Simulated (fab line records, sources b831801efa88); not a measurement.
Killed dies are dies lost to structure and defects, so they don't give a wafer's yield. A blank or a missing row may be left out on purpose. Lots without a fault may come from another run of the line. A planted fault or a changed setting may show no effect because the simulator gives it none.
A struck lot beside a sound one | flow sky130 | 37 steps out of a route of 708
Sound: wafers L110.3, L110.4, L110.6. Struck: wafers L126.4, L126.5, L126.6. The cause comes at the end.
At each step with rows: each side's tool, then ch and its chambers, then its first start. Under that, the readings that differ: sound wafers | struck wafers | difference of the means | sigmas: that difference in standard deviations of wafers without a fault.
alike: readings whose means differ by less than 2 such deviations, and words and numbers that are the same on both sides. not compared: withheld readings, readings that some wafer has no value for, bounds like >300 that may hide the same value, and numbers for which the record gives no deviation and whose values overlap.
The two part at a step that has a row with sigmas, a row that says differs or no value, or rows on one side only. Numbers that don't overlap but have no deviation are shown without sigmas and don't part them. A reading that every wafer of one side lacks parts them only if that side has two wafers or more.

first, 10 steps without rows for these wafers: SKY_LDD_LDN_SOFTBAKE_03 (time 60 s); SKY_LDD_LDN_EXPOSE_04 (exposes mask LDNTM, target cd 700 nm); SKY_LDD_LDN_PEB_05; SKY_LDD_LDN_DEVELOP_06 (develop time 60 s); SKY_LDD_LDN_IMPLANT_08; SKY_LDD_LDN_IMPLANT_09; SKY_LDD_LDN_IMPLANT_10; SKY_LDD_LDN_IMPLANT_11; SKY_LDD_LDN_STRIP_12 (strips in O2/N2); SKY_LDD_LDN_CLEAN_14 (cleans in SC1/SC2, time 150 s).
SKY_SPACER_CVD_00: deposits Si3N4 from DCS/NH3, target thk 43.1 nm, time 740 s.
  sound on lpcvd-02 ch 1, day 23 20:33; struck on lpcvd-02 ch 0, day 29 21:26
  reading                                  | sound                | struck               | difference | sigmas
  spike_tc_centre_C (C)                    | 770.5 769.7 770.7    | 774.5 775.4 774.0    | +4.3       | +3
  spike_tc_top_C (C)                       | 784.3 783.0 786.4    | 792.4 791.0 791.4    | +7.0       | +5
  spike_tc_upper_C (C)                     | 769.1 770.5 769.5    | 776.3 774.0 774.1    | +5.1       | +5
  susceptor_temp_C (C)                     | 769.26 770.04 769.74 | 775.12 774.36 774.54 | +4.99      | +17
  model.Si3N4_of_SPACER_CVD_00.thk_nm (nm) | 43.06 42.78 42.59    | 47.7 48.15 47.25     | +4.9       |
  alike: spike_tc_bottom_C, spike_tc_lower_C
SKY_SPACER_THK_MEAS_01:
  sound on film_metro-03, day 23 21:47; struck on film_metro-04, day 29 22:58
  reading                | sound          | struck         | difference | sigmas
  SPACER_CVD_00_THK (nm) | 43.1 42.8 42.6 | 47.7 48.1 47.3 | +4.9       | +11
  not compared: hold
SKY_SPACER_ETCHBACK_02: etches Si3N4 in CH3F/O2, stops on SiO2, time 46.7 s, target depth 45 nm.
  sound on rie_diel-02 ch 0,1, day 23 21:49; struck on rie_diel-02 ch 1,2,3, day 31 06:47
  reading                  | sound             | struck                                                                        | difference                   | sigmas
  hold                     | - - -             | await_dispo/12.1h/release await_dispo/12.1h/release await_dispo/12.1h/release | no value on the sound wafers |
  oes_product_au (a.u.)    | 0.856 0.850 0.846 | 0.909 0.908 0.896                                                             | +0.054                       | +8
  model.etch.depth_nm (nm) | 43.06 42.78 42.59 | 47.7 48.15 47.25                                                              | +4.9                         |
  alike: O2_flow_sccm, bias_w, drypump_motor_current_A, throttle_valve_pct
  not compared: rf_hours_counter_h
then, 22 steps without rows for these wafers: SKY_POLY_CUT_DEHYDRATE_00 (time 60 s); SKY_POLY_CUT_HMDS_01 (prime time 60 s); SKY_POLY_CUT_COAT_02 (resist thk 60 nm); SKY_POLY_CUT_COAT_03 (resist thk 450 nm); SKY_POLY_CUT_SOFTBAKE_04 (time 90 s); SKY_POLY_CUT_EXPOSE_05 (exposes mask NPCM, target cd 270 nm); SKY_POLY_CUT_PEB_06; SKY_POLY_CUT_DEVELOP_07 (develop time 60 s); SKY_POLY_CUT_ETCH_10 (etches BARC in N2/H2, stops on SiO2, time 45.9 s, target depth 60 nm); SKY_POLY_CUT_ETCH_11 (etches Si3N4 in CF4/CH2F2/Ar, stops on poly-Si, time 42.5 s, target depth 60 nm); SKY_POLY_CUT_STRIP_12 (strips in O2/N2); SKY_SD_P_DEHYDRATE_00 (time 60 s); SKY_SD_P_HMDS_01 (prime time 60 s); SKY_SD_P_COAT_02 (resist thk 1140 nm); SKY_SD_P_SOFTBAKE_03 (time 60 s); SKY_SD_P_EXPOSE_04 (exposes mask PSDM, target cd 380 nm); SKY_SD_P_PEB_05; SKY_SD_P_DEVELOP_06 (develop time 60 s); SKY_SD_P_IMPLANT_09; SKY_SD_P_STRIP_10 (strips in O2/N2); SKY_RES_XHIGH_DEHYDRATE_00 (time 60 s); SKY_RES_XHIGH_HMDS_01 (prime time 60 s).
-- the record jumps here: 3 days lie between the struck wafers' starts before and after (it left off in module RES_XHIGH and takes up again in module SALICIDE, whose first step shown is number 361 of the route) --
SKY_SALICIDE_CLEAN_00: cleans in HF-last, time 30 s.
  sound on wet_bench-01 ch 1, day 28 18:20; struck on wet_bench-01 ch 0, day 34 13:26
  reading                                  | sound             | struck            | difference | sigmas
  model.Si3N4_of_SPACER_CVD_00.thk_nm (nm) | 42.08 41.81 41.61 | 46.72 47.17 46.28 | +4.89      |
-- the record jumps here: 16 days lie between the struck wafers' starts before and after (it left off in module SALICIDE and takes up again in module PAD_OPEN, whose first step shown is number 708 of the route) --
SKY_PAD_OPEN_PROBE_99:
  sound on prober-02, day 46 14:01; struck on prober-02, day 50 11:24
  reading                                 | sound             | struck            | difference | sigmas
  model.etest.pfet_01v8.r_on_ohm_um       | 2976 2948 2906    | 3079 3140 3056    | +148       |
  model.etest.sonos_uncharged.r_on_ohm_um | 819.5 812.4 799.1 | 824.9 852.7 835.9 | +27.5      |
  model.etest.pfet_01v8.drive_ua_um       | 187 187.6 191.5   | 181.4 176.8 183.6 | -8.1       |
  model.etest.pfet_01v8_hvt.drive_ua_um   | 137.7 139.5 142   | 133.7 132 136.5   | -5.7       |
  model.etest.pfet_01v8_mvt.drive_ua_um   | 150.8 151.6 153.7 | 146.1 143.4 145.9 | -6.9       |
  alike: killed_at_M0_to_M3, killed_at_M4_up, killed_at_contacts, killed_at_front_end, killed_at_other, killed_dies, killed_open, killed_short
  not compared: model.etest.sram_pfet_latch.drive_ua_um, model.etest.pfet_01v8.off_log10_a_um, model.etest.sram_pfet_latch.off_log10_a_um

WHERE THEY PART
First at SKY_SPACER_CVD_00; last, within this record, at SKY_SPACER_ETCHBACK_02. Later steps at which nothing parts them and some readings are alike: SKY_PAD_OPEN_PROBE_99.

WHY: what the simulator had put in
Process parameter drift: lpcvd-02, from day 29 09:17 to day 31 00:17, at SKY_SPACER_CVD_00. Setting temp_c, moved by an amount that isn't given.
